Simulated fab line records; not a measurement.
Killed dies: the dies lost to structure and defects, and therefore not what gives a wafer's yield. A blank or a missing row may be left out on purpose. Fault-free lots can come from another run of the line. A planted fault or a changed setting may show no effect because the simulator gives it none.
fab line records ; flow sky130
record lots=6; wafers=18; last-day=50
route steps=708 shown LI_CONTACT@369 PAD_OPEN@708
lots untouched by any fault: they come from a run of this same line in which no faults occurred
start-h: the number of hours between the record's first day and the start of the first shown wafer of the lot ; wait-h: hours from the lot's prior step to this one ; " same as the row above ; L1.1+2: a single row standing in for several wafers ; - either no value or no given start ; * or withheld: withheld ; < > ~ a bound
route shown NAME@n: NAME is a module with steps in the file, n the number in the route of the first one ; usual: mean and standard deviation over wafers with no fault ; same: alike in all rows ; chamber/n: place in a boat ; sites: readings site by site ; _std_site: the standard deviation of these ; _edge_site: the outer-site mean with the inner-site mean subtracted ; radius-mm: how far each site lies from the wafer's centre ; mask NAME#n: copy n ; behind: the last tool/chamber to shape the wafer ; hold: what put the lot on hold/how long, in hours/how the hold closed ; device: whichever transistor did not switch (one of n, p or np) ; end of line: the same wafers' tests at the end of the route ; a step given without rows: its recipe and nothing more ; killed: count of dies lost to structure and defects at first sort (not the wafer's yield) ; map: per-die view of a wafer (x killed, . not killed, _ where there is no die)
set.NAME: the run value of the setting; set.NAME@STEP: its run value at that earlier step ; model.NAME: the simulator's own value behind a step, which no gauge read
certain route steps with their lots: each step a table, each wafer a row
services: when a tool's chamber went out of use (start-h, in hours from the record's first day, below 0 if earlier), for how many hours, and the reason
## steps
# step SKY_LI_CONTACT_COAT_07
# recipe resist=KrF-thick; spin-rpm=3000; resist-thk-nm=450
# step SKY_LI_CONTACT_SOFTBAKE_08
# recipe temp-c=100; time-s=90; resist=KrF-thick
# step SKY_LI_CONTACT_EXPOSE_09
# recipe mask-id=LICM1; na=0.8; source-shape=annular; sigma-inner=0.55; sigma-outer=0.85; target-cd-nm=170; dose-mj=38
# step SKY_LI_CONTACT_PEB_10
# recipe peb-temp-c=withheld; peb-time-s=withheld; resist=KrF-thick
# step SKY_LI_CONTACT_DEVELOP_11
# recipe develop-time-s=60; resist=KrF-thick; dev-temp-c=21
# step SKY_LI_CONTACT_CD_MEAS_12
# recipe target-cd-nm=170
# usual cd-nm=169.8/1.4
lot.wafer;tool;chamber;start-h;wait-h;cd-nm
L544.2;cd-sem-01;-;697.96;-;169.9
L544.3;cd-sem-01;-;697.96;-;172.0
L544.5;cd-sem-01;-;697.96;-;170.7
L545.1;cd-sem-02;-;713.79;-;169.0
L545.5;cd-sem-02;-;713.79;-;170.5
L545.6;cd-sem-02;-;713.79;-;169.6
L561.2;cd-sem-02;-;827.68;-;168.7
L561.3;cd-sem-02;-;827.68;-;168.5
L561.6;cd-sem-02;-;827.68;-;167.8
L562.2;cd-sem-02;-;841.88;-;169.0
L562.3;cd-sem-02;-;841.88;-;169.5
L562.5;cd-sem-02;-;841.88;-;169.3
L563.1;cd-sem-01;-;843.41;-;170.7
L563.3;cd-sem-01;-;843.41;-;171.3
L563.6;cd-sem-01;-;843.41;-;170.4
L564.2;cd-sem-02;-;852.28;-;172.9
L564.4;cd-sem-02;-;852.28;-;173.0
L564.5;cd-sem-02;-;852.28;-;173.1
# step SKY_LI_CONTACT_OVL_MEAS_13
# usual LI_CONTACT_OVL=0/6.4
lot.wafer;tool;chamber;start-h;wait-h;LI_CONTACT_OVL[nm]
L544.2;overlay-01;-;698.06;0.1;0
L544.3;overlay-01;-;698.06;0.1;-4
L544.5;overlay-01;-;698.06;0.1;-5
L545.1;overlay-01;-;713.91;0.1;4
L545.5;overlay-01;-;713.91;0.1;9
L545.6;overlay-01;-;713.91;0.1;7
L561.2;overlay-02;-;827.79;0.1;9
L561.3;overlay-02;-;827.79;0.1;5
L561.6;overlay-02;-;827.79;0.1;13
L562.2;overlay-02;-;841.99;0.1;-7
L562.3;overlay-02;-;841.99;0.1;-5
L562.5;overlay-02;-;841.99;0.1;-10
L563.1;overlay-01;-;843.53;0.1;-1
L563.3;overlay-01;-;843.53;0.1;-4
L563.6;overlay-01;-;843.53;0.1;-6
L564.2;overlay-02;-;852.39;0.1;8
L564.4;overlay-02;-;852.39;0.1;7
L564.5;overlay-02;-;852.39;0.1;12
# step SKY_LI_CONTACT_ETCH_14
# recipe chemistry=N2/H2; target=BARC; ion-energy-ev=200; source-w=500; bias-w=100; pressure-mtorr=30; n2-flow-sccm=100; h2-flow-sccm=200; stop-on=SiO2; time-s=45.9; target-depth-a=600
# usual drypump-motor-current-A=5.8/0.48; oes-product-au=0.854/0.0047; throttle-valve-pct=13.224/0.0092
lot.wafer;tool;chamber;start-h;wait-h;drypump-motor-current-A;oes-product-au;rf-hours-counter-h;throttle-valve-pct
L544.2;rie-diel-04;0;698.09;0.0;6.2;0.861;28;13.229
L544.3;rie-diel-04;3;698.09;0.0;4.7;0.854;33;13.200
L544.5;rie-diel-04;0;698.09;0.0;6.3;0.858;-;13.226
L545.1;rie-diel-01;0;713.94;0.0;5.2;0.853;21;13.225
L545.5;rie-diel-01;1;713.94;0.0;6.2;0.848;-;13.233
L545.6;rie-diel-01;3;713.94;0.0;6.1;0.857;-;13.209
L561.2;rie-diel-04;2;827.82;0.0;5.6;0.855;16;13.204
L561.3;rie-diel-04;0;827.82;0.0;6.2;0.851;32;13.238
L561.6;rie-diel-04;0;827.82;0.0;6.2;0.853;-;13.219
L562.2;rie-diel-03;3;842.02;0.0;5.9;0.849;2;13.216
L562.3;rie-diel-03;1;842.02;0.0;5.6;0.860;7;13.228
L562.5;rie-diel-03;3;842.02;0.0;5.9;0.850;-;13.215
L563.1;rie-diel-01;2;843.57;0.0;6.1;0.847;4;13.223
L563.3;rie-diel-01;0;843.57;0.0;5.2;0.854;26;13.231
L563.6;rie-diel-01;0;843.57;0.0;5.2;0.857;-;13.216
L564.2;rie-diel-03;3;852.42;0.0;5.9;0.850;2;13.223
L564.4;rie-diel-03;1;852.42;0.0;5.6;0.861;7;13.236
L564.5;rie-diel-03;2;852.42;0.0;6.3;0.850;-;13.219
# step SKY_LI_CONTACT_ETCH_15
# recipe target=PSG; chemistry=C4F8/O2/Ar; stop-on=Si; taper-deg=4.15; mask-material=KrF-thick; source-w=1500; bias-w=1200; pressure-mtorr=40; c4f8-flow-sccm=withheld; O2_flow_sccm=6; Ar_flow_sccm=300; time-s=withheld; target-depth-a=6000
# usual oes-product-au=0.838/0.0046
lot.wafer;tool;chamber;start-h;wait-h;oes-product-au
L544.2;rie-diel-04;0;698.14;0.0;0.845
L544.3;rie-diel-04;3;698.14;0.0;0.839
L544.5;rie-diel-04;0;698.14;0.0;0.841
L545.1;rie-diel-01;0;713.99;0.0;0.841
L545.5;rie-diel-01;1;713.99;0.0;0.843
L545.6;rie-diel-01;3;713.99;0.0;0.834
L561.2;rie-diel-04;2;827.86;0.0;0.844
L561.3;rie-diel-04;0;827.86;0.0;0.833
L561.6;rie-diel-04;0;827.86;0.0;0.831
L562.2;rie-diel-03;3;842.06;0.0;0.841
L562.3;rie-diel-03;1;842.06;0.0;0.841
L562.5;rie-diel-03;3;842.06;0.0;0.842
L563.1;rie-diel-01;2;843.61;0.0;0.834
L563.3;rie-diel-01;0;843.61;0.0;0.835
L563.6;rie-diel-01;0;843.61;0.0;0.841
L564.2;rie-diel-03;3;852.46;0.0;0.844
L564.4;rie-diel-03;1;852.46;0.0;0.836
L564.5;rie-diel-03;2;852.46;0.0;0.839
# step SKY_LI_CONTACT_STRIP_16
# recipe chemistry=O2/N2; power-w=1400; pressure-mtorr=1500; platen-temp-c=withheld; o2-flow-sccm=3000; n2-flow-sccm=300; overash-fraction=0.5
# usual drypump-motor-current-A=5.99/0.28; oes-product-au=0.376/0.0052; strip-time-to-endpoint-s=3.51/0.05
lot.wafer;tool;chamber;start-h;wait-h;drypump-motor-current-A;oes-product-au;rf-hours-counter-h;strip-time-to-endpoint-s
L544.2;plasma-asher-04;0;698.22;-;5.92;0.379;54;3.46
L544.3;plasma-asher-04;1;698.22;-;6.43;0.381;-;3.56
L544.5;plasma-asher-04;0;698.22;-;5.95;0.364;-;3.46
L545.1;plasma-asher-04;0;714.07;-;5.94;0.382;56;3.42
L545.5;plasma-asher-04;0;714.07;-;5.94;0.368;-;3.49
L545.6;plasma-asher-04;1;714.07;-;6.45;0.381;-;3.51
L561.2;plasma-asher-02;1;827.94;-;6.26;0.378;37;3.47
L561.3;plasma-asher-02;1;827.94;-;6.26;0.366;-;3.53
L561.6;plasma-asher-02;0;827.94;-;5.73;0.378;-;3.51
L562.2;plasma-asher-04;1;842.14;-;6.44;0.380;70;3.56
L562.3;plasma-asher-04;0;842.14;-;5.93;0.377;-;3.46
L562.5;plasma-asher-04;0;842.14;-;5.93;0.380;-;3.58
L563.1;plasma-asher-01;0;843.69;-;5.93;0.376;9;3.52
L563.3;plasma-asher-01;0;843.69;-;5.95;0.380;-;3.46
L563.6;plasma-asher-01;1;843.69;-;5.68;0.369;-;3.44
L564.2;plasma-asher-02;0;852.54;-;5.71;0.380;39;3.61
L564.4;plasma-asher-02;0;852.54;-;5.74;0.372;-;3.46
L564.5;plasma-asher-02;0;852.54;-;5.71;0.373;-;3.50
# step SKY_LI_CONTACT_CLEAN_17
# recipe chemistry=NMP; time-s=600; temp-c=60; dry=n2-spin
# step SKY_LI_CONTACT_PRE_CLEAN_18
# recipe gas=Ar; time-s=5.6; bias-v=358
# step SKY_LI_CONTACT_SPUTTER_19
# recipe material=Ti; target-thk-nm=20; chamber-pressure-pa=5; power-w=2500; substrate-temp-c=200; time-s=106.37
# usual cathode-dc-power-W=2500.1/0.47; chamber-pressure-pa=4.999/0.012; substrate-temp-c=199.99/0.17; throttle-valve-pct=30.2/1.2
lot.wafer;tool;chamber;start-h;wait-h;cathode-dc-power-W;chamber-pressure-pa;substrate-temp-c;throttle-valve-pct
L544.2;pvd-sputter-04;-;698.52;0.0;2500.3;4.988;199.81;29.9
L544.3;pvd-sputter-04;-;698.52;0.0;2500.9;4.998;200.04;28.2
L544.5;pvd-sputter-04;-;698.52;0.0;2499.9;5.000;199.90;28.2
L545.1;pvd-sputter-03;-;714.37;0.0;2500.7;4.991;199.67;31.4
L545.5;pvd-sputter-03;-;714.37;0.0;2500.4;4.986;199.84;29.2
L545.6;pvd-sputter-03;-;714.37;0.0;2499.7;4.980;199.90;31.5
L561.2;pvd-sputter-04;-;828.25;0.0;-;-;-;-
L561.3;pvd-sputter-04;-;828.25;0.0;-;-;-;-
L561.6;pvd-sputter-04;-;828.25;0.0;-;-;-;-
L562.2;pvd-sputter-01;-;842.44;0.0;-;-;-;-
L562.3;pvd-sputter-01;-;842.44;0.0;-;-;-;-
L562.5;pvd-sputter-01;-;842.44;0.0;-;-;-;-
L563.1;pvd-sputter-04;-;843.99;0.0;2500.2;4.987;200.08;29.7
L563.3;pvd-sputter-04;-;843.99;0.0;2499.1;4.995;200.09;28.8
L563.6;pvd-sputter-04;-;843.99;0.0;2500.6;4.998;199.95;28.1
L564.2;pvd-sputter-04;-;852.84;0.0;2500.2;5.006;200.03;30.4
L564.4;pvd-sputter-04;-;852.84;0.0;2500.0;4.988;200.06;29.8
L564.5;pvd-sputter-04;-;852.84;0.0;2500.3;5.007;199.89;27.8
# step SKY_LI_CONTACT_SPUTTER_20
# recipe material=TiN; target-thk-nm=20; chamber-pressure-pa=5; power-w=4000; time-s=80
# usual cathode-dc-power-W=4000.0/0.77; chamber-pressure-pa=4.998/0.011; throttle-valve-pct=30.2/1.2
lot.wafer;tool;chamber;start-h;wait-h;cathode-dc-power-W;chamber-pressure-pa;throttle-valve-pct
L544.2;pvd-sputter-04;-;698.59;0.0;3999.6;4.992;29.8
L544.3;pvd-sputter-04;-;698.59;0.0;3999.7;5.011;28.3
L544.5;pvd-sputter-04;-;698.59;0.0;3999.2;5.016;28.1
L545.1;pvd-sputter-03;-;714.44;0.0;4000.2;4.986;31.0
L545.5;pvd-sputter-03;-;714.44;0.0;3999.2;5.014;29.3
L545.6;pvd-sputter-03;-;714.44;0.0;3999.8;4.993;31.6
L561.2;pvd-sputter-04;-;828.33;0.0;4000.4;5.001;29.0
L561.3;pvd-sputter-04;-;828.33;0.0;3999.7;5.011;29.9
L561.6;pvd-sputter-04;-;828.33;0.0;4000.1;5.004;30.4
L562.2;pvd-sputter-01;-;842.51;0.0;3998.7;4.978;29.8
L562.3;pvd-sputter-01;-;842.51;0.0;4001.5;4.997;30.3
L562.5;pvd-sputter-01;-;842.51;0.0;3999.8;5.018;31.9
L563.1;pvd-sputter-04;-;844.06;0.0;4000.6;4.989;29.7
L563.3;pvd-sputter-04;-;844.06;0.0;4000.2;4.986;28.9
L563.6;pvd-sputter-04;-;844.06;0.0;3999.9;4.991;28.1
L564.2;pvd-sputter-04;-;852.91;0.0;4000.3;4.986;30.5
L564.4;pvd-sputter-04;-;852.91;0.0;3999.6;5.011;29.9
L564.5;pvd-sputter-04;-;852.91;0.0;3999.2;5.001;28.1
# step SKY_PAD_OPEN_PROBE_99
# usual defect-limited-yield=82.6/1.8; killed_at_M0_to_M3=43/6.3; killed_at_M4_up=3.0/1.6; killed-at-contacts=25/5; killed-at-front-end=15/4.4; killed-at-other=0.3/0.8; killed-dies=85/8.7; killed-on-rim=17/3.7; killed-open=47/6.9; killed-short=38/6.3; sort_bin_3_pad_short=0.9/0.39; sort_bin_5_function=10.3/1.3; sort_bin_6_memory=6.2/1.1; sort-n-pass=407/8.8; sort-yield-pct=82.6/1.8
# same gross-dies=492; killed-at-back-side=0; sort_bin_4_leakage[%]=0; sort_bin_8_speed[%]=0
lot.wafer;tool;chamber;start-h;wait-h;defect-limited-yield[%];killed_at_M0_to_M3;killed_at_M4_up;killed-at-contacts;killed-at-front-end;killed-at-other;killed-dies;killed-on-rim;killed-open;killed-short;sort_bin_3_pad_short[%];sort_bin_5_function[%];sort_bin_6_memory[%];sort-n-pass;sort-yield-pct[%]
L544.2;prober-02;-;1093.72;0.1;81.7;49;2;22;17;0;90;18;55;35;0.8;11.0;6.5;402;81.7
L544.3;prober-02;-;1093.77;0.2;81.5;50;3;24;14;0;91;21;52;39;1.2;9.6;7.7;401;81.5
L544.5;prober-02;-;1093.87;0.2;82.5;37;4;27;17;1;86;16;36;50;0.8;11.0;5.7;406;82.5
L545.1;prober-01;-;1101.08;0.1;81.3;44;2;29;17;0;92;15;56;36;0.4;10.4;7.9;400;81.3
L545.5;prober-01;-;1101.28;0.2;79.1;46;5;29;23;0;103;19;64;39;0.8;13.6;6.5;389;79.1
L545.6;prober-01;-;1101.33;0.2;80.5;43;1;26;26;0;96;17;52;44;0.8;13.2;5.5;396;80.5
L564.2;prober-02;-;1196.63;0.1;82.3;35;5;23;24;0;87;11;49;38;1.4;10.0;6.3;405;82.3
L564.4;prober-02;-;1196.73;0.2;82.1;50;2;18;17;1;88;18;37;50;0.4;10.2;7.3;404;82.1
L564.5;prober-02;-;1196.78;0.2;87.0;36;3;13;12;0;64;15;37;27;0.6;8.3;4.1;428;87.0
# killed by level:class
L544.2 VIA1:geometric-particle:open=18 METAL2:geometric-particle:short=8 VIA3:geometric-particle:open=8 LOCAL_INTERCONNECT:geometric-particle:short=7 LI_CONTACT:geometric-particle:open=6 FIELD_ISO:geometric-particle:open=5 CONTACT:geometric-particle:open=5 METAL2:geometric-particle:open=4
L544.3 VIA2:geometric-particle:open=9 CONTACT:geometric-particle:open=8 METAL1:geometric-particle:short=7 VIA1:geometric-particle:open=7 LI_CONTACT:geometric-particle:open=6 METAL2:geometric-particle:short=6 CONTACT:geometric-particle:short=5 VIA3:geometric-particle:open=5
L544.5 CONTACT:geometric-particle:short=7 CONTACT:geometric-particle:open=7 FIELD_ISO:geometric-particle:short=6 FIELD_ISO:geometric-particle:open=6 VIA1:geometric-particle:open=6 VIA3:geometric-particle:open=6 LOCAL_INTERCONNECT:geometric-particle:short=5 METAL2:geometric-particle:short=5
L545.1 CONTACT:geometric-particle:open=10 VIA1:geometric-particle:open=10 LI_CONTACT:geometric-particle:open=8 CONTACT:geometric-particle:short=7 POLY_GATE:geometric-particle:open=6 VIA1:geometric-particle:short=6 VIA2:geometric-particle:open=6 FIELD_ISO:geometric-particle:short=5
L545.5 CONTACT:geometric-particle:open=19 VIA1:geometric-particle:open=10 FIELD_ISO:geometric-particle:open=9 VIA2:geometric-particle:open=8 LI_CONTACT:geometric-particle:open=7 VIA3:geometric-particle:open=6 FIELD_ISO:geometric-particle:short=5 METAL1:geometric-particle:short=5
L545.6 CONTACT:geometric-particle:open=10 VIA1:geometric-particle:short=9 FIELD_ISO:geometric-particle:open=8 VIA1:geometric-particle:open=8 FIELD_ISO:geometric-particle:short=7 VIA2:geometric-particle:open=7 LI_CONTACT:geometric-particle:open=6 METAL2:geometric-particle:short=6
L564.2 CONTACT:geometric-particle:open=10 FIELD_ISO:geometric-particle:short=9 VIA1:geometric-particle:open=8 FIELD_ISO:geometric-particle:open=6 VIA3:geometric-particle:open=6 POLY_GATE:geometric-particle:open=4 LI_CONTACT:geometric-particle:open=4 METAL1:geometric-particle:short=4
L564.4 METAL2:geometric-particle:short=12 VIA3:geometric-particle:open=10 FIELD_ISO:geometric-particle:short=9 VIA2:geometric-particle:open=7 CONTACT:geometric-particle:open=7 VIA1:geometric-particle:open=7 METAL1:geometric-particle:short=5 LOCAL_INTERCONNECT:geometric-particle:short=4
L564.5 VIA1:geometric-particle:open=11 CONTACT:geometric-particle:open=7 VIA3:geometric-particle:open=6 FIELD_ISO:geometric-particle:open=5 LI_CONTACT:geometric-particle:short=4 METAL2:geometric-particle:short=4 VIA1:geometric-particle:short=4 VIA2:geometric-particle:open=3
## services
tool;chamber;start-h;hours;kind
pvd-sputter-03;-;676.62;2.1;repair
pvd-sputter-03;-;677.29;5.2;repair
rie-diel-01;2;691.05;-;clean
rie-diel-01;2;691.05;23.6;scheduled-down
rie-diel-01;2;691.05;23.6;vent-cycle
pvd-sputter-04;-;692.82;1.4;repair
rie-diel-04;2;702.63;3.6;repair
rie-diel-04;3;705.89;2.7;repair
rie-diel-03;3;712.72;-;clean
rie-diel-04;-;718.60;2.8;pm
plasma-asher-02;-;729.60;15.6;pm
plasma-asher-01;-;733.75;9.0;pm
rie-diel-04;3;735.53;1.6;repair
plasma-asher-02;-;756.63;11.1;repair
rie-diel-04;2;759.06;26.2;repair
rie-diel-04;0;759.63;13.1;repair
rie-diel-04;1;759.67;3.8;repair
rie-diel-01;0;779.55;3.6;repair
rie-diel-03;1;789.64;2.9;repair
plasma-asher-01;-;802.16;12.6;repair
rie-diel-03;3;808.40;26.5;repair
rie-diel-04;1;815.68;15.1;repair
pvd-sputter-04;-;845.37;2.5;repair
pvd-sputter-03;-;849.39;10.7;repair
## key
first-sign step=SKY_LI_CONTACT_SPUTTER_19; reading=tool-record; direction=missing
effect none on later readings
met-at SKY_LI_CONTACT_SPUTTER_19
struck-wafers L561.2,L561.3,L561.6,L562.2,L562.3,L562.5
rows-end L561.2,L561.3,L561.6,L562.2,L562.3,L562.5
onset-between 698.52 828.25
fault kind=skipped-step-whole; tool=pvd-sputter-01,pvd-sputter-04; chamber=-; onset-h=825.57; steps=SKY_LI_CONTACT_SPUTTER_19; scope=struck-lots-only
# rows-end: these wafers met a further fault down the route, and their rows from its step on are left out
